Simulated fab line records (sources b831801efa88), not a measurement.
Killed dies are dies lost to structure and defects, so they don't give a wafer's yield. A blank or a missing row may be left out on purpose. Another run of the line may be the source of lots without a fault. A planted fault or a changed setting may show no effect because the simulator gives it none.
What tool caused it? :: flow sky130 :: 11 lots, 33 wafers sampled, at 4 steps of a route of 708

## WHAT THE GAUGES READ, wafer by wafer
SKY_CONTACT_THK_MEAS_03.
lot: L606
measured: day 31 16:19
on: film-metro-02
CONTACT_HDPCVD_THK (nm): 570 564 559

lot: L611
measured: day 31 16:47
on: film-metro-02
CONTACT_HDPCVD_THK (nm): 563 570 564

lot: L609
measured: day 31 16:50
on: film-metro-01
CONTACT_HDPCVD_THK (nm): 564 567 568

lot: L612
measured: day 31 17:27
on: film-metro-02
CONTACT_HDPCVD_THK (nm): 568 569 559

lot: L610
measured: day 31 17:07
on: film-metro-01
CONTACT_HDPCVD_THK (nm): 569 560 567

lot: L614
measured: day 33 01:51
on: film-metro-02
CONTACT_HDPCVD_THK (nm): 562 570 561

lot: L616
measured: day 33 11:16
on: film-metro-04
CONTACT_HDPCVD_THK (nm): 562 566 565

lot: L627
measured: day 38 06:31
on: film-metro-02
CONTACT_HDPCVD_THK (nm): 558 567 563

lot: L623
measured: day 38 06:45
on: film-metro-04
CONTACT_HDPCVD_THK (nm): 568 571 579

lot: L626
measured: day 38 08:38
on: film-metro-04
CONTACT_HDPCVD_THK (nm): 684 564 690

lot: L628
measured: day 38 09:58
on: film-metro-04
CONTACT_HDPCVD_THK (nm): 561 565 683

## WHAT TOOL EACH LOT RAN ON (gives the tool, then ch and the chambers of the sampled wafers, and finally the start)
lot: L606
SKY_LOCAL_INTERCONNECT_STRIP_15: plasma-asher-01 ch 0,1, day 31 15:33
SKY_CONTACT_CVD_00: pecvd-01 ch 0,1, day 31 16:08
SKY_CONTACT_HDPCVD_02: hdpcvd-02 ch 0,1,2, day 31 16:14

lot: L611
SKY_LOCAL_INTERCONNECT_STRIP_15: plasma-asher-02 ch 0,1, day 31 15:54
SKY_CONTACT_CVD_00: pecvd-04 ch 1,2, day 31 16:35
SKY_CONTACT_HDPCVD_02: hdpcvd-01 ch 2, day 31 16:40

lot: L609
SKY_LOCAL_INTERCONNECT_STRIP_15: plasma-asher-01 ch 0,1, day 31 15:58
SKY_CONTACT_CVD_00: pecvd-03 ch 0,1,2, day 31 16:38
SKY_CONTACT_HDPCVD_02: hdpcvd-02 ch 1,2, day 31 16:44

lot: L612
SKY_LOCAL_INTERCONNECT_STRIP_15: plasma-asher-01 ch 0,1, day 31 16:36
SKY_CONTACT_CVD_00: pecvd-03 ch 0,2, day 31 17:11
SKY_CONTACT_HDPCVD_02: hdpcvd-01 ch 1, day 31 17:21

lot: L610
SKY_LOCAL_INTERCONNECT_STRIP_15: plasma-asher-01 ch 0,1, day 31 16:17
SKY_CONTACT_CVD_00: pecvd-04 ch 0,1,2, day 31 16:54
SKY_CONTACT_HDPCVD_02: hdpcvd-02 ch 0,1,2, day 31 17:03

lot: L614
SKY_LOCAL_INTERCONNECT_STRIP_15: plasma-asher-02 ch 0,1, day 33 01:03
SKY_CONTACT_CVD_00: pecvd-01 ch 0,2, day 33 01:40
SKY_CONTACT_HDPCVD_02: hdpcvd-01 ch 0,1,2, day 33 01:46

lot: L616
SKY_LOCAL_INTERCONNECT_STRIP_15: plasma-asher-02 ch 0,1, day 33 10:29
SKY_CONTACT_CVD_00: pecvd-03 ch 0,1,2, day 33 11:04
SKY_CONTACT_HDPCVD_02: hdpcvd-01 ch 1,2, day 33 11:10

lot: L627
SKY_LOCAL_INTERCONNECT_STRIP_15: plasma-asher-01 ch 0,1, day 38 05:43
SKY_CONTACT_CVD_00: pecvd-01 ch 1,2, day 38 06:20
SKY_CONTACT_HDPCVD_02: hdpcvd-01 ch 0,1, day 38 06:26

lot: L623
SKY_LOCAL_INTERCONNECT_STRIP_15: plasma-asher-02 ch 0,1, day 38 05:53
SKY_CONTACT_CVD_00: pecvd-04 ch 0,1,2, day 38 06:34
SKY_CONTACT_HDPCVD_02: hdpcvd-02 ch 0,1,2, day 38 06:41

lot: L626
SKY_LOCAL_INTERCONNECT_STRIP_15: plasma-asher-02 ch 0,1, day 38 07:48
SKY_CONTACT_CVD_00: pecvd-01 ch 0,1,2, day 38 08:28
SKY_CONTACT_HDPCVD_02: hdpcvd-02 ch 0,1, day 38 08:33

lot: L628
SKY_LOCAL_INTERCONNECT_STRIP_15: plasma-asher-01 ch 0,1, day 38 09:06
SKY_CONTACT_CVD_00: pecvd-03 ch 1,2, day 38 09:47
SKY_CONTACT_HDPCVD_02: hdpcvd-02 ch 0,2, day 38 09:53
- SKY_LOCAL_INTERCONNECT_STRIP_15: strips in O2/N2.
- SKY_CONTACT_CVD_00: deposits Si3N4, target thk 75 nm.
- SKY_CONTACT_HDPCVD_02: deposits SiO2, target thk 565 nm, time 94.2 s.

## THE ANSWER, worked out from the rows above alone
Rule: usual is defined by the lots themselves. Put in order of their means at a reading, lots are off if they are a third of the lots or fewer, leave a main group of 4 or more, and stand apart from it by a gap of 3 or more times the standard deviation of the main group's means; of several such gaps the widest counts. If all means in a main group match to the digits the tables above print for the reading, that group is not used. A lot without any number at a reading at which 4 lots or more have one is off too. Where the step has rows for the other lots, those lots are counted as sound.
Off: at SKY_CONTACT_THK_MEAS_03 (CONTACT_HDPCVD_THK), L626, L628. For the main group the mean is 566 nm and the standard deviation 2.7.
A tool fits if, at a process step before that reading, it ran every lot that is off, and no sound lot after the first of them. Those tools and the gauges at SKY_CONTACT_THK_MEAS_03 are tried in the same way. 2 tools fit, hdpcvd-02 at SKY_CONTACT_HDPCVD_02 and film-metro-04 at SKY_CONTACT_THK_MEAS_03, so this cannot tell which one it is.

## WHAT THE SIMULATOR HAD PUT IN
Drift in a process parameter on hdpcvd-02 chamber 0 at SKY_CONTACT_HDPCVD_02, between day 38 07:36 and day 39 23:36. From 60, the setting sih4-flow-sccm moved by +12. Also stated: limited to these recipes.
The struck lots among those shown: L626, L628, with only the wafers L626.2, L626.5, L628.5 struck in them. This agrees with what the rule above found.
